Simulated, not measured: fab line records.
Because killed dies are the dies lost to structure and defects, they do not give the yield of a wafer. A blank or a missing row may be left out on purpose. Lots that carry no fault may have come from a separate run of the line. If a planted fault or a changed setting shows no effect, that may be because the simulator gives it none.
A struck lot beside a sound one | flow sky130 | 18 steps out of a route of 708
Sound: these wafers, L536.1, L536.5, L536.6. Struck: wafers L543.1, L543.3, L543.6. The cause comes at the end.
At each step with rows: each side's tool, then ch and its chambers, then its first start. Under that, the readings that differ: sound wafers | struck wafers | difference of the means | sigmas: that difference in standard deviations of wafers without a fault.
alike: same words and numbers on both sides, and readings whose means sit less than 2 such deviations apart. not compared: any withheld reading, any reading some wafer has no value for, any bound like >300 that may hide the same value, and any number with overlapping values for which the record gives no deviation.
The two part at a step that has a row with sigmas, a row that says differs or no value, or rows on one side only. Non-overlapping numbers with no deviation appear without sigmas and do not part them. A reading missing from all wafers of one side parts the sides only when that side holds two or more wafers.

first, 3 steps without rows for these wafers: SKY_SD_P_EXPOSE_04 (exposes mask PSDM, target cd 380 nm); SKY_SD_P_PEB_05; SKY_SD_P_DEVELOP_06 (develop time 60 s).
SKY_SD_P_CD_MEAS_07: the cd target is 380 nm.
  sound on cd sem-01 at day 27 01:18; struck on cd sem-02 at day 29 00:41
  alike: cd nm
SKY_SD_P_OVL_MEAS_08:
  sound on overlay-02 at day 27 01:25; struck on overlay-01 at day 29 00:49
  alike: SD_P_OVL
next, for these wafers, 1 step has no rows: SKY_SD_P_IMPLANT_09.
SKY_SD_P_STRIP_10: strips in O2/N2.
  sound on plasma asher-04 ch 0,1, day 27 01:37; struck on plasma asher-04 ch 0,1, day 29 01:00
  reading                      | sound             | struck            | difference | sigmas
  strip time to endpoint s (s) | 17.40 17.43 17.40 | 17.49 17.56 17.53 | +0.12      | +3
  alike: drypump motor current A, oes product au
  not compared: rf hours counter h
SKY_SD_P_TW_MEAS_11:
  sound on film metro-01 at day 27 01:43; struck on film metro-04 at day 29 01:06
  alike: SD_P_TW
then, 4 steps without rows for these wafers: SKY_RES_XHIGH_DEHYDRATE_00 (time 60 s); SKY_RES_XHIGH_HMDS_01 (prime time 60 s); SKY_RES_XHIGH_COAT_02 (resist thk 1140 nm); SKY_RES_XHIGH_SOFTBAKE_03 (time 60 s).
SKY_RES_XHIGH_EXPOSE_04: exposes mask URPM, target cd 1270 nm.
  sound on iline stepper-01 ch 0, day 27 16:25; struck on iline stepper-02, day 29 15:02
  no value came back on the struck wafers for exposure dose mJ cm2, focus offset nm (nm); on the sound wafers exposure dose mJ cm2 reads 139.98 139.89 139.95
  alike: mask
then, 3 steps without rows for these wafers: SKY_RES_XHIGH_PEB_05; SKY_RES_XHIGH_DEVELOP_06 (develop time 60 s); SKY_RES_XHIGH_IMPLANT_07.
SKY_RES_XHIGH_STRIP_08: strips in O2/N2.
  sound on plasma asher-03 ch 0,1, day 28 06:36; struck on plasma asher-02 ch 0,1, day 30 04:45
  alike: drypump motor current A, oes product au, strip time to endpoint s
  not compared: rf hours counter h
SKY_RES_XHIGH_TW_MEAS_09:
  sound on film metro-01 at day 28 06:42; struck on film metro-01 at day 30 05:05
  reading      | sound          | struck   | difference | sigmas
  RES_XHIGH_TW | 1668 1664 1663 | 31 31 31 | -1634      | -82
  not compared: hold

== WHERE THEY PART ==
Last at SKY_RES_XHIGH_TW_MEAS_09 as far as this record goes, first at SKY_SD_P_STRIP_10.

WHY: what the simulator had put in
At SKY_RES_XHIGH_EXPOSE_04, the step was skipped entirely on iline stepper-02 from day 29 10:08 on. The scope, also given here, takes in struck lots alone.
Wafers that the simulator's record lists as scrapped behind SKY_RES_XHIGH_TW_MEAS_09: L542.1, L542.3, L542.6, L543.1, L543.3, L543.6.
